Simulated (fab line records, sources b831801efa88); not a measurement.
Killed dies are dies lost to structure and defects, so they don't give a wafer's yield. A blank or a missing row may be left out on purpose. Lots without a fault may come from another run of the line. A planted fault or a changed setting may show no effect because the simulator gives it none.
Problem report in the 8D (eight disciplines) form, filled by code | flow gf180mcu | the parts of the form that need people (team, actions taken, sign-off) are left out

1. THE PROBLEM
MIM_CVD_05_THK at GF_MIM_THK_MEAS_06 reads a mean of 39.8 nm on 2 wafers of 2 lots; wafers without a fault read 42.0 nm with a standard deviation of 0.52. That is -4.3 standard deviations from the usual mean.
First seen on wafer L915.4, day 25 10:29, on film_metro-02. The record holds 36 wafers of 12 lots with a number at this step. Rule for "out", or "out of limits": more than 4 standard deviations from the usual mean. The other wafers with a number count as sound.

2. WHAT IT IS AND WHAT IT IS NOT
question                    | is                           | is not
which readings at this step | MIM_CVD_05_THK               | -
which lots                  | L915, L916                   | L912, L913, L914, L925, L926, L927, L931, L932, L933, L934
which wafers of those lots  | L915.4, L916.1               | L915.3, L915.6, L916.2, L916.6
read on which gauges        | film_metro-01, film_metro-02 | film_metro-04
when                        | from day 25 10:29            | up to then (11 sound wafers); but 23 sound wafers of L916, L925, L926, L927, L931, L932, L933, L934 came after

3. SUSPECTS, AND WHAT RULES EACH OUT
Counting: a tool at a process step up to the reading stays a suspect if it ran every lot that is out. Sound lots after the first of them don't rule it out here, since some wafers of a struck lot are sound.
- the gauge at GF_MIM_THK_MEAS_06: ruled out. The wafers that are out were read on 2 gauges (film_metro-01, film_metro-02).
- cmp-01 at GF_V4_CMP_04 (polishes SiO2): kept. It ran every lot that is out, first L915 (day 24 10:51); its last sound lot up to then is L914 (day 24 03:17).
- pecvd-04 at GF_MIM_CVD_05 (deposits Si3N4, target thk 42 nm, time 29.086 s): kept. It ran every lot that is out, first L915 (day 25 10:26); its last sound lot up to then is L914 (day 25 03:29).
Left after counting: cmp-01 at GF_V4_CMP_04, pecvd-04 at GF_MIM_CVD_05.

4. THE CAUSE (what the simulator had put in)
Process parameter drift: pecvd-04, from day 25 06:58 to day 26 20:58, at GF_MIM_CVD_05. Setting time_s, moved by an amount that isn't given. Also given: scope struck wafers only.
Counting left 2 suspects, and this tool is among them.

5. THE CHAIN OF EFFECTS, in route order
Each row: a reading whose mean over the struck wafers that have a number lies more than 3 standard deviations from the usual. Only readings for which the record gives a usual standard deviation are gone through. hours: the time from each lot's start at the first step in this table that gives one to its start at this step, as a median over the lots. sigmas: the change in usual standard deviations.
hours | step               | reading        | usual   | on struck wafers | change | sigmas
0     | GF_MIM_CVD_05      | run_length_s   | 56.9 s  | 55.4             | -1.5   | -3.7
0     | GF_MIM_THK_MEAS_06 | MIM_CVD_05_THK | 42.0 nm | 39.8             | -2.2   | -4.3
The process steps in it:
- GF_MIM_CVD_05: deposits Si3N4, target thk 42 nm, time 29.086 s.
Later measuring or inspecting steps at which every struck wafer that the step has a row for has a number for every such reading, and none has moved that far: GF_MIM_RS_MEAS_10.

6. WHAT WOULD HAVE CAUGHT IT SOONER
In this record the first reading out of limits at a measuring or inspecting step was taken at day 25 10:29, 4 hours after the fault began at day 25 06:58.
The tool's own readings at GF_MIM_CVD_05 were out on some of the struck wafers (run_length_s): an alarm limit on them would have fired on those.
Of the lots that are out (2), L916 began GF_MIM_CVD_05 on pecvd-04 after day 25 10:29. A hold on the tool at that time would have spared it.
